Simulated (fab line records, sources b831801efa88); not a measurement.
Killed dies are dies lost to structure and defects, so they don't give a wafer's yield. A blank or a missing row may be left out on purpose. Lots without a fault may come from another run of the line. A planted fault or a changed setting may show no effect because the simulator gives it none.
One fault seen from 2 desks | flow sky130 | each desk has only its own numbers; what lay behind them comes last

THE METROLOGY DESK
What the gauges read, lot by lot, whatever tool the lot ran on: means of the sampled wafers that have a number. A lot is out of limits, marked OUT, if its mean lies more than 4 standard deviations from the usual mean; the brackets give that distance.
Columns: A = SONOS_ONO_CVD_02_THK at SKY_SONOS_ONO_THK_MEAS_03, usual 10.48 nm; B = cd_nm at SKY_SONOS_ONO_CD_MEAS_13, usual 410.3 nm; C = cd_nm at SKY_SD_N_CD_MEAS_07, usual 380.2 nm; D = LI_CONTACT_BOW at SKY_LI_CONTACT_BOW_MEAS_03, usual 57 um
lot  | first seen here | A     | B     | C               | D
L706 | day 12 01:14    | 10.28 | 412.0 | 379.4           | 55
L707 | day 12 18:26    | 10.44 | 416.0 | 378.7           | 54
L708 | day 12 22:39    | 10.43 | 410.1 | 380.2           | 62
L709 | day 13 01:05    | 10.40 | 411.1 | 379.2           | 56
L711 | day 13 12:37    | 10.50 | 407.9 | 380.9           | 59
L710 | day 13 14:23    | 10.58 | 407.1 | 376.5           | 57
L712 | day 14 07:43    | 10.64 | 409.4 | 381.7           | 61
L715 | day 15 01:53    | 10.72 | 408.5 | 380.4           | 57
L716 | day 16 04:25    | 10.37 | 409.4 | 379.4           | 60
L717 | day 16 04:25    | 10.46 | 409.5 | 377.9           | 61
L719 | day 16 13:11    | 10.40 | 410.2 | 381.0           | 60
L718 | day 16 13:13    | 10.53 | 411.9 | 380.9           | 57
L728 | day 18 15:19    | 10.54 | 406.5 | 431.7 (+25) OUT | 61
L729 | day 19 09:47    | 10.53 | 410.7 | 403.6 (+11) OUT | 54
This desk's finding: out of limits on L728, L729; first on L728, day 34 21:23 (cd_nm at SKY_SD_N_CD_MEAS_07). In limits: L706, L707, L708, L709, L711, L710, L712, L715, L716, L717, L719, L718.

THE TOOL OWNER'S DESK: litho_track-04
The tool's own readings at SKY_SD_N_COAT_02 (resist thk 1140 nm): means of the sampled wafers that have a number, for each lot that ran on this tool. A lot is out of limits, marked OUT, if its mean lies more than 4 standard deviations from the usual mean; the brackets give that distance.
Columns: A = dispense_pressure_kPa at SKY_SD_N_COAT_02, usual 49.5 kPa; B = exhaust_pa at SKY_SD_N_COAT_02, usual 44.9 Pa
lot  | first seen here | A    | B
L706 | day 27 17:49    | 47.1 | 45.7
L707 | day 28 10:01    | 47.1 | 45.8
L708 | day 28 15:34    | 47.1 | 45.5
L711 | day 29 13:52    | 47.1 | 44.3
L716 | day 31 22:56    | 47.2 | 45.0
L728 | day 34 08:14    | 47.1 | 44.0
L729 | day 35 03:22    | 47.2 | 44.7
This desk's finding: nothing out of limits on any of the 7 lots.

PUT TOGETHER
The metrology desk could have raised an alarm at day 34 21:23, on L728, L729.
The tool owner's desk saw nothing out of limits.
The tool owner's desk has L728, L729 on record, within its limits.
Of the lots named, all ran SKY_SD_N_COAT_02 on litho_track-04.

WHAT THE SIMULATOR HAD PUT IN
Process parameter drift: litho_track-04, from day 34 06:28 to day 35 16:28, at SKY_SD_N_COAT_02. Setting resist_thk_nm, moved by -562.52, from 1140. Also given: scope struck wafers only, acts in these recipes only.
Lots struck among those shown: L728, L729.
Hours from the fault's start to each desk's first reading out of limits: the metrology desk, 15.
